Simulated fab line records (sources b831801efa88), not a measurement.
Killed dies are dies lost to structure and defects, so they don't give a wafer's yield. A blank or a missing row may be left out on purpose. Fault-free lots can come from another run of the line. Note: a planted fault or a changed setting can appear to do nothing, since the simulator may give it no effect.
Which of the tools did it?	flow gf180mcu	14 lots, 42 wafers sampled, at 4 steps of a route of 602

WHAT EACH GAUGE READ, for each wafer
GF_M5_CD_MEAS_07: target cd 280 nm. Usual: 279.5 nm for cdNm, sd 1.2.
lot	measured	on	cdNm (nm)	flag
L712	day 26 03:34	cdSem-01	279.4 278.2 279.1	
L713	day 27 05:57	cdSem-02	279.3 278.6 278.4	
L718	day 28 17:45	cdSem-02	278.0 278.3 277.2	
L717	day 29 01:32	cdSem-02	278.9 279.3 278.4	
L719	day 29 06:14	cdSem-02	278.7 279.6 279.3	
L720	day 29 07:11	cdSem-01	278.7 278.0 278.2	
L721	day 29 13:52	cdSem-01	277.3 277.5 276.7	
L722	day 29 23:07	cdSem-01	280.7 280.6 280.6	
L724	day 30 10:19	cdSem-02	- - -	OFF
L725	day 31 00:44	cdSem-02	- - -	OFF
L726	day 31 04:01	cdSem-01	279.9 279.6 279.5	
L727	day 31 05:25	cdSem-02	279.9 279.2 279.3	
L731	day 32 08:46	cdSem-02	279.1 280.1 279.3	
L734	day 33 00:27	cdSem-02	280.8 281.2 280.1	

GF_V5_RS_MEAS_24: uses a four-point probe to measure. Usual: V5_W_RS gives 0.327 ohm/sq (standard deviation 0.0046).
lot	measured	on	V5_W_RS (ohm/sq)	flag
L712	day 27 02:50	filmMetro-02	0.325 0.321 0.334	
L713	day 28 04:14	filmMetro-02	0.323 0.330 0.331	
L718	day 29 15:54	filmMetro-02	0.329 0.321 0.324	
L717	day 29 23:08	filmMetro-02	0.316 0.323 0.326	
L719	day 30 03:05	filmMetro-02	0.329 0.334 0.332	
L720	day 30 04:16	filmMetro-02	0.329 0.329 0.321	
L721	day 30 10:28	filmMetro-02	0.329 0.330 0.330	
L722	day 30 19:58	filmMetro-02	0.336 0.331 0.329	
L726	day 32 00:14	filmMetro-02	0.328 0.328 0.331	
L727	day 32 01:26	filmMetro-03	0.333 0.329 0.328	
L731	day 33 04:14	filmMetro-03	0.333 0.332 0.331	
L734	day 33 19:10	filmMetro-03	0.329 0.323 0.321	

WHICH TOOL RAN EACH LOT (tool, then ch and the chambers of the sampled wafers, then the start)
lot	GF_M4_SPUTTER_04	GF_M5_DEVELOP_06
L712	pvdSputter-02, day 22 23:22	lithoTrack-01 ch 0, day 26 01:47
L713	pvdSputter-02, day 23 05:52	lithoTrack-01 ch 0, day 27 05:49
L718	pvdSputter-02, day 25 02:07	lithoTrack-01 ch 0, day 28 17:37
L717	pvdSputter-01, day 25 21:54	lithoTrack-01 ch 0, day 29 01:23
L719	pvdSputter-02, day 25 22:58	lithoTrack-01 ch 0, day 29 06:05
L720	pvdSputter-01, day 25 23:12	lithoTrack-03 ch 0, day 29 07:02
L721	pvdSputter-03, day 26 03:00	lithoTrack-04 ch 0, day 29 13:43
L722	pvdSputter-02, day 26 14:20	lithoTrack-03 ch 0, day 29 22:58
L724	pvdSputter-03, day 27 01:38	lithoTrack-03, day 30 10:10
L725	pvdSputter-01, day 27 17:53	lithoTrack-04, day 31 00:35
L726	pvdSputter-03, day 27 19:53	lithoTrack-01 ch 0, day 31 03:53
L727	pvdSputter-01, day 27 21:12	lithoTrack-04 ch 0, day 31 05:16
L731	pvdSputter-01, day 29 07:58	lithoTrack-01 ch 0, day 32 08:38
L734	pvdSputter-01, day 29 22:43	lithoTrack-04 ch 0, day 33 00:19
- GF_M4_SPUTTER_04: material TiN, target thk 50 nm, time 41.7 s.
- GF_M5_DEVELOP_06: develop time 60 s.

WHAT THE TOOLS THEMSELVES READ (means of the sampled wafers that have a number; where no wafer has one, the mark that the record gives instead)
GF_M4_SPUTTER_04. Usual: 30.1 % for throttleValvePct, sd 1.
lot	tool	throttleValvePct (%)	flag
L712	pvdSputter-02	29.8	
L713	pvdSputter-02	30.0	
L718	pvdSputter-02	29.1	
L717	pvdSputter-01	30.0	
L719	pvdSputter-02	29.4	
L720	pvdSputter-01	30.4	
L721	pvdSputter-03	29.5	
L722	pvdSputter-02	29.9	
L724	pvdSputter-03	30.3	
L725	pvdSputter-01	30.6	
L726	pvdSputter-03	29.9	
L727	pvdSputter-01	30.1	
L731	pvdSputter-01	30.6	
L734	pvdSputter-01	30.7	

GF_M5_DEVELOP_06. Usual: 22.99 C for chillPlateTempC, sd 0.12.
lot	tool	chillPlateTempC (C)	flag
L712	lithoTrack-01	22.82	
L713	lithoTrack-01	22.99	
L718	lithoTrack-01	23.03	
L717	lithoTrack-01	22.94	
L719	lithoTrack-01	22.97	
L720	lithoTrack-03	23.12	
L721	lithoTrack-04	22.86	
L722	lithoTrack-03	23.01	
L724	lithoTrack-03	-	OFF
L725	lithoTrack-04	-	OFF
L726	lithoTrack-01	22.89	
L727	lithoTrack-04	22.97	
L731	lithoTrack-01	22.89	
L734	lithoTrack-04	23.13	

THE ANSWER, worked out from the rows above alone
Rule: a lot counts as off when the mean over its wafers that have a number is more than 3 standard deviations away from the usual mean. Also off: a lot with no number at a reading for which 4 or more lots have one. Where the step has rows for the other lots, those lots are counted as sound. The gauges are gone through in route order, then the tools' own readings, and for those a lot's mean is taken as printed above. At the first step where some lot is off, the reading lying furthest off is the one used; lots without a number count as furthest.
Off: L724, L725, at GF_M5_CD_MEAS_07 (cdNm). Without a number there: L724, L725.
If a tool, at a process step before that reading, ran all the lots that are off and no sound lot after the first of them, it fits. Not tried: the gauges at GF_M5_CD_MEAS_07; whatever is off there is also off at GF_M5_DEVELOP_06, on other tools, and gauge error can't account for it. None of those tried fits.

WHAT THE SIMULATOR HAD INSERTED
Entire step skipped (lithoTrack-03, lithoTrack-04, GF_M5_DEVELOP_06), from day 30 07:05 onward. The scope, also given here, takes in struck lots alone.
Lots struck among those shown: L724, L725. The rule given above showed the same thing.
